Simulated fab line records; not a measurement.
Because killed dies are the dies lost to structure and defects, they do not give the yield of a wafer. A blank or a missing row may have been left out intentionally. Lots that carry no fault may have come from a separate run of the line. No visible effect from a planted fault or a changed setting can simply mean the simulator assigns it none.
A struck lot beside a sound one | flow sky130 | 44 out of 708 route steps
Sound: the wafers L295.2, L295.4, L295.6. Struck: wafer L303.2. (L303.3 of the same lot was not struck and is left out.) The cause comes at the end.
At each step with rows: each side's tool, then ch and its chambers, then its first start. Under that, the readings that differ: sound wafers | struck wafers | difference of the means | sigmas: that difference in standard deviations of wafers without a fault.
alike: words and numbers the same on both sides, and readings whose means are apart by under 2 such deviations; not compared: readings that were withheld, readings missing a value for some wafer, numbers with overlapping values and no deviation given by the record, and bounds like >300 which may hide the same value.
Wherever a step has rows on one side only, a row that says differs or no value, or a row with sigmas, the two part there. When numbers do not overlap yet have no deviation, they are printed without sigmas and do not part them. A reading that every wafer of one side lacks parts them only if that side has two wafers or more.

SKY_SONOS_ONO_THK_MEAS_03:
  sound on film-metro-03 at day 12 15:02; struck on film-metro-04 at day 14 19:19
  alike: SONOS_ONO_CVD_02_THK
then, 1 step without rows for these wafers: SKY_SONOS_ONO_CVD_04 (deposits SiO2 from SiH4/N2O, target thk 5.7199 nm).
SKY_SONOS_ONO_THK_MEAS_05:
  sound on film-metro-02 at day 12 16:58; struck on film-metro-04 at day 14 21:16
  alike: SONOS_ONO_CVD_04_THK
then, 7 steps without rows for these wafers: SKY_SONOS_ONO_DEHYDRATE_06 (time 60 s); SKY_SONOS_ONO_HMDS_07 (prime time 60 s); SKY_SONOS_ONO_COAT_08 (resist thk 1140 nm); SKY_SONOS_ONO_SOFTBAKE_09 (time 60 s); SKY_SONOS_ONO_EXPOSE_10 (exposes mask ONOM, target cd 410 nm); SKY_SONOS_ONO_PEB_11; SKY_SONOS_ONO_DEVELOP_12 (develop time 60 s).
SKY_SONOS_ONO_CD_MEAS_13 targets a cd of 410 nm.
  sound on cd-sem-02 at day 13 18:49; struck on cd-sem-02 at day 16 00:53
  alike: cd-nm
SKY_SONOS_ONO_OVL_MEAS_14:
  sound on overlay-01 at day 13 18:55; struck on overlay-01 at day 16 00:59
  alike: SONOS_ONO_OVL
SKY_SONOS_ONO_ETCH_15: etches the open film in CHF3/O2, target depth 19.52 nm, time 7.8 s.
  sound on rie-diel-01 ch 0,2, day 13 18:57; struck on rie-diel-01 ch 2, day 16 01:01
  reading                                        | sound             | struck | difference | sigmas
  model.etch.depth-nm (nm)                       | 19.41 19.84 19.59 | 3.253  | -16.360    |
  model.SONOS_ONO.feature-depth-nm (nm)          | 19.41 19.84 19.59 | 3.253  | -16.360    |
  model.NOVOLAK_of_SONOS_ONO_COAT_08.thk-nm (nm) | 1124 1123 1120    | 1142   | +20        |
  alike: drypump-motor-current-A, oes-product-au, throttle-valve-pct
  not compared: rf-fwd-power-W, rf-hours-counter-h
then, 1 step without rows for these wafers: SKY_SONOS_ONO_WET_ETCH_16 (etches SiO2 in dHF, target depth 14 nm, time 280 s).
SKY_SONOS_ONO_STRIP_17: strips in O2/N2.
  sound on plasma-asher-03 ch 0,1, day 13 19:03; struck on plasma-asher-03 ch 0, day 16 01:07
  reading                      | sound             | struck | difference | sigmas
  strip-time-to-endpoint-s (s) | 14.08 14.08 14.08 | 14.30  | +0.22      | +6
  alike: drypump-motor-current-A, oes-product-au
  not compared: rf-hours-counter-h
then, 3 steps without rows for these wafers: SKY_SONOS_ONO_WET_ETCH_18 (etches Si3N4 in H3PO4, target depth 15 nm, time 172 s); SKY_GATE_OXIDE_CLEAN_00 (cleans in SC1/SC2, time 150 s); SKY_GATE_OXIDE_OXIDATION_01 (stabilise 600 s, purge 300 s, target thk 10.268 nm).
SKY_GATE_OXIDE_THK_MEAS_02:
  sound on film-metro-02 at day 13 21:20; struck on film-metro-04 at day 16 03:44
  alike: GATE_OXIDE_OXIDATION_00_THK
then, 7 steps without rows for these wafers: SKY_GATE_OXIDE_DEHYDRATE_03 (time 60 s); SKY_GATE_OXIDE_HMDS_04 (prime time 60 s); SKY_GATE_OXIDE_COAT_05 (resist thk 1140 nm); SKY_GATE_OXIDE_SOFTBAKE_06 (time 60 s); SKY_GATE_OXIDE_EXPOSE_07 (exposes mask LVOM, target cd 600 nm); SKY_GATE_OXIDE_PEB_08; SKY_GATE_OXIDE_DEVELOP_09 (develop time 60 s).
SKY_GATE_OXIDE_OVL_MEAS_10:
  sound on overlay-01 at day 14 23:58; struck on overlay-02 at day 17 08:13
  alike: GATE_OXIDE_OVL
then, 2 steps without rows for these wafers: SKY_GATE_OXIDE_IMPLANT_11; SKY_GATE_OXIDE_WET_ETCH_12 (etches SiO2 in dHF, target depth 16.8 nm, time 336 s).
SKY_GATE_OXIDE_STRIP_13: strips in O2/N2.
  sound on plasma-asher-03 ch 0, day 15 00:15; struck on plasma-asher-04 ch 1, day 17 08:31
  reading                      | sound             | struck | difference | sigmas
  strip-time-to-endpoint-s (s) | 14.17 14.18 14.12 | 14.26  | +0.10      | +2
  alike: drypump-motor-current-A, oes-product-au
  not compared: rf-hours-counter-h
SKY_GATE_OXIDE_TW_MEAS_14:
  sound on film-metro-01 at day 15 00:22; struck on film-metro-01 at day 17 08:37
  reading       | sound             | struck | difference | sigmas
  GATE_OXIDE_TW | 221.4 221.0 222.3 | 225.4  | +3.8       | +2
then, 3 steps without rows for these wafers: SKY_GATE_OXIDE_CLEAN_15 (cleans in SC1/SC2, time 150 s); SKY_GATE_OXIDE_OXIDATION_16 (stabilise 600 s, purge 300 s, target thk 3.57 nm); SKY_POLY_GATE_CVD_00 (deposits poly-Si, target thk 180 nm, time 720 s).
SKY_POLY_GATE_THK_MEAS_01:
  sound on film-metro-01 at day 15 03:22; struck on film-metro-03 at day 17 11:28
  alike: POLY_GATE_CVD_00_THK
then, 7 steps without rows for these wafers: SKY_RES_PROTECT_DEHYDRATE_00 (time 60 s); SKY_RES_PROTECT_HMDS_01 (prime time 60 s); SKY_RES_PROTECT_COAT_02 (resist thk 1140 nm); SKY_RES_PROTECT_SOFTBAKE_03 (time 60 s); SKY_RES_PROTECT_EXPOSE_04 (exposes mask RPM, target cd 1270 nm); SKY_RES_PROTECT_PEB_05; SKY_RES_PROTECT_DEVELOP_06 (develop time 60 s).
-- the record jumps here: 14 days lie between the struck wafers' starts before and after (it left off in module RES_PROTECT and takes up again in module SALICIDE, whose first step shown is number 361 of the route) --
SKY_SALICIDE_CLEAN_00: cleans in HF-last, time 30 s.
  sound on wet-bench-02 ch 1, day 29 10:07; struck on wet-bench-03 ch 3, day 31 14:11
  reading                                    | sound             | struck | difference | sigmas
  model.SiO2_of_FIELD_ISO_CVD_24.thk-nm (nm) | 358.7 357.6 359.3 | 361.3  | +2.8       |
-- the record jumps here: 17 days lie between the struck wafers' starts before and after (it left off in module SALICIDE and takes up again in module PAD_OPEN, whose first step shown is number 708 of the route) --
SKY_PAD_OPEN_PROBE_99:
  sound on prober-02 at day 47 10:38; struck on prober-01 at day 48 20:41
  reading                                | sound                         | struck    | difference | sigmas
  model.etest.nfet_16v.r-on-ohm-um       | 1.443e+04 1.43e+04 1.427e+04  | 1.807e+04 | +3.737e+03 |
  model.etest.pfet_16v.r-on-ohm-um       | 1.547e+04 1.543e+04 1.564e+04 | 1.652e+04 | +1.007e+03 |
  model.etest.pfet-g5v0d10v5.r-on-ohm-um | 4846 4810 4801                | 5540      | +721       |
  model.etest.nfet-g5v0d10v5.r-on-ohm-um | 1925 1911 1879                | 2499      | +594       |
  model.etest.nfet-g5v0d10v5.drive-ua-um | 575.2 589.4 587.4             | 400       | -184       |
  model.etest.tip-sonos.rs-ohm-sq        | 2697 2675 2701                | 2854      | +163       |
  model.etest.nfet_05v0_nvt.drive-ua-um  | 555.1 557.1 562.2             | 420.3     | -137.8     |
  model.etest.nfet_16v.drive-ua-um       | 211.5 215.1 213.5             | 132.6     | -80.8      |
  alike: killed_at_M0_to_M3, killed_at_M4_up, killed-at-contacts, killed-at-front-end, killed-at-other, killed-dies, killed-open, killed-short

WHERE THEY PART
Last at SKY_GATE_OXIDE_TW_MEAS_14 as far as this record goes, first at SKY_SONOS_ONO_STRIP_17. Later steps at which nothing parts them and some readings are alike: SKY_POLY_GATE_THK_MEAS_01, SKY_PAD_OPEN_PROBE_99.

WHY: what had been put in by the simulator
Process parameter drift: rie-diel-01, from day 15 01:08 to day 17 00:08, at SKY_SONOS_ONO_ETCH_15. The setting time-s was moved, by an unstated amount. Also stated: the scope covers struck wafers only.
